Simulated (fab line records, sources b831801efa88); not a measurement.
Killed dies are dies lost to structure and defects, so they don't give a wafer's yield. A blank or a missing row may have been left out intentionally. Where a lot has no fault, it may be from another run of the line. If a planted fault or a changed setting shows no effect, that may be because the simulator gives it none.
Commonality check across tools ; flow sky130 ; Sampled: 14 lots, 42 wafers

== WHAT PROMPTED THE OPENING ==
SKY_LDD_N_TW_MEAS_17, reading LDD_N_TW: flagged on 3 of 14 lots. Fault-free wafers read 2577, with a standard deviation of 22.
Rule: a lot is flagged when every wafer of it that has a number lies more than 4 standard deviations from that mean, or none has a number. The rest of the lots are taken to be sound.

lot;measured;on;LDD_N_TW, wafer by wafer;flag
L552;day 17 15:55;film-metro-03;2603 2596 2597;
L553;day 18 00:13;film-metro-04;2548 2557 2550;
L555;day 18 18:25;film-metro-03;2602 2596 2594;
L560;day 20 20:29;film-metro-01;2949 2931 2963;FLAGGED
L561;day 21 06:56;film-metro-01;2945 2951 2945;FLAGGED
L562;day 21 09:37;film-metro-03;3009 3003 3002;FLAGGED
L566;day 23 17:55;film-metro-01;2562 2561 2569;
L567;day 23 23:53;film-metro-03;2596 2592 2597;
L570;day 24 17:17;film-metro-03;2598 2581 2589;
L569;day 24 20:56;film-metro-03;2600 2594 2571;
L571;day 25 05:59;film-metro-03;2581 2602 2586;
L573;day 25 16:55;film-metro-01;2546 2538 2534;
L574;day 25 21:37;film-metro-03;2591 2593 2582;
L575;day 26 00:02;film-metro-03;2601 2598 2597;
On average the flagged lots' numbers are 2966, which is +389 against the usual, or +18 standard deviations.

== EACH LOT AND THE TOOL IT RAN ON ==
Before the reading, the record contains 2 process steps out of a 708-step route. Every cell lists first the tool, next ch and the chambers used by the sampled wafers, and last the start.
lot;flag;SKY_LDD_N_IMPLANT_08;SKY_LDD_N_STRIP_16
L552;;implanter-03 ch 0, day 17 14:37;plasma-asher-01 ch 0,1, day 17 15:49
L553;;implanter-02 ch 0, day 17 22:55;plasma-asher-03 ch 0,1, day 18 00:07
L555;;implanter-01 ch 0, day 18 17:07;plasma-asher-03 ch 0,1, day 18 18:18
L560;FLAGGED;implanter-01 ch 0, day 20 19:12;plasma-asher-01 ch 0,1, day 20 20:22
L561;FLAGGED;implanter-01 ch 0, day 21 05:39;plasma-asher-03 ch 0,1, day 21 06:49
L562;FLAGGED;implanter-01 ch 0, day 21 08:19;plasma-asher-04 ch 0,1, day 21 09:31
L566;;implanter-01 ch 0, day 23 16:37;plasma-asher-03 ch 0,1, day 23 17:49
L567;;implanter-01 ch 0, day 23 22:38;plasma-asher-03 ch 0,1, day 23 23:47
L570;;implanter-01 ch 0, day 24 16:00;plasma-asher-01 ch 0,1, day 24 17:10
L569;;implanter-02 ch 0, day 24 19:39;plasma-asher-04 ch 0, day 24 20:49
L571;;implanter-01 ch 0, day 25 04:41;plasma-asher-01 ch 0,1, day 25 05:53
L573;;implanter-01 ch 0, day 25 15:37;plasma-asher-03 ch 0,1, day 25 16:49
L574;;implanter-01 ch 0, day 25 20:19;plasma-asher-01 ch 0,1, day 25 21:31
L575;;implanter-01 ch 0, day 25 22:45;plasma-asher-03 ch 0,1, day 25 23:55
What the steps here do:
- SKY_LDD_N_IMPLANT_08
- SKY_LDD_N_STRIP_16: strips in O2/N2.
- SKY_LDD_N_TW_MEAS_17

== FLAGGED AGAINST TOTAL, ONE TOOL AT A TIME (gauges that did the reading follow at the end) ==
step;tool;lots run;flagged;share of the flagged lots;sound lots run after its first flagged lot
SKY_LDD_N_IMPLANT_08;implanter-01;11;3;all;7 (L566,L567,L570,L571,L573,L574,L575)
SKY_LDD_N_IMPLANT_08;implanter-02;2;0;none;-
SKY_LDD_N_IMPLANT_08;implanter-03;1;0;none;-
SKY_LDD_N_STRIP_16;plasma-asher-01;5;1;some;3 (L570,L571,L574)
SKY_LDD_N_STRIP_16;plasma-asher-03;7;1;some;4 (L566,L567,L573,L575)
SKY_LDD_N_STRIP_16;plasma-asher-04;2;1;some;1 (L569)
SKY_LDD_N_TW_MEAS_17;film-metro-01;4;2;some;2 (L566,L573)
SKY_LDD_N_TW_MEAS_17;film-metro-03;9;1;some;6 (L567,L570,L569,L571,L574,L575)
SKY_LDD_N_TW_MEAS_17;film-metro-04;1;0;none;-

== WHAT THE TABLE PERMITS ==
1 row of the table ran every flagged lot: implanter-01 at SKY_LDD_N_IMPLANT_08.
- implanter-01 at SKY_LDD_N_IMPLANT_08: 3 of its 11 lots flagged. Sound lots ran on it after the first flagged one (L566, L567, L570, L571, L573, L574, L575), which a lasting fault on the whole tool wouldn't allow. Its own readings lie more than 4 standard deviations out on every wafer of the flagged lots: beam-on-s, dose-ions-cm2, faraday-current-uA.
No row of the table ran every flagged lot and no sound lot after the first.

== WHAT WAS PUT IN BY THE SIMULATOR ==
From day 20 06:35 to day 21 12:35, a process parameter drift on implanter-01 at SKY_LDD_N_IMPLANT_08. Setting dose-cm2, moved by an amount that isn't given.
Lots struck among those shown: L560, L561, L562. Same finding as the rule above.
